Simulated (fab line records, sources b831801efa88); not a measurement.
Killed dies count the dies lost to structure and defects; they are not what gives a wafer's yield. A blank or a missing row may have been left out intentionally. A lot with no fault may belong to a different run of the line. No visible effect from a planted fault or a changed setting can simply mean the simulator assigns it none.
Chamber matching -- flow gf180mcu -- rie_si-01 running GF_STI_ETCH_14: 4 sister chambers
The step etches Si in HBr/Cl2/O2, target depth 360 nm, time 102.9 s. 4 wafers are shown with their chamber, then 8 later ones without.

## WAFERS PAIRED WITH THEIR CHAMBERS
wafer,chamber,drypump_motor_current_A (A)
L744.2,2,5.55
L745.1,0,5.48
L745.2,3,5.74
L747.2,1,6.24

## WAFERS WITH NO CHAMBER GIVEN
wafer,drypump_motor_current_A (A)
L747.3,5.74
L747.4,5.56
L750.2,5.53
L750.3,6.18
L750.6,5.56
L752.1,6.23
L752.3,5.53
L752.4,5.73

## WHICH CHAMBER EACH ONE RAN IN
wafer,from the rows above,in truth
L747.3,3,3
L747.4,2,2
L750.2,can't be placed: 2 or 0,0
L750.3,1,1
L750.6,2,2
L752.1,1,1
L752.3,can't be placed: 2 or 0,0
L752.4,3,3
Correctly placed: 6 of 8. Can't be placed from these rows: 2 (the true chamber is among the candidates in 2). 0 placed wrongly.
How it was worked out, from the rows above alone: a wafer's distance from a chamber is the root of the sum, over the readings, of the square of ((its reading less the chamber's mean) divided by the reading's scatter). The wafer belongs to the nearest chamber; if the next one is less than 2 further off, it can't be placed. For every chamber, the mean is computed from those of its wafers that are shown. The scatter (one wafer shown for each chamber): square how far every hidden wafer sits from the nearest shown wafer, average those squares and take the square root.
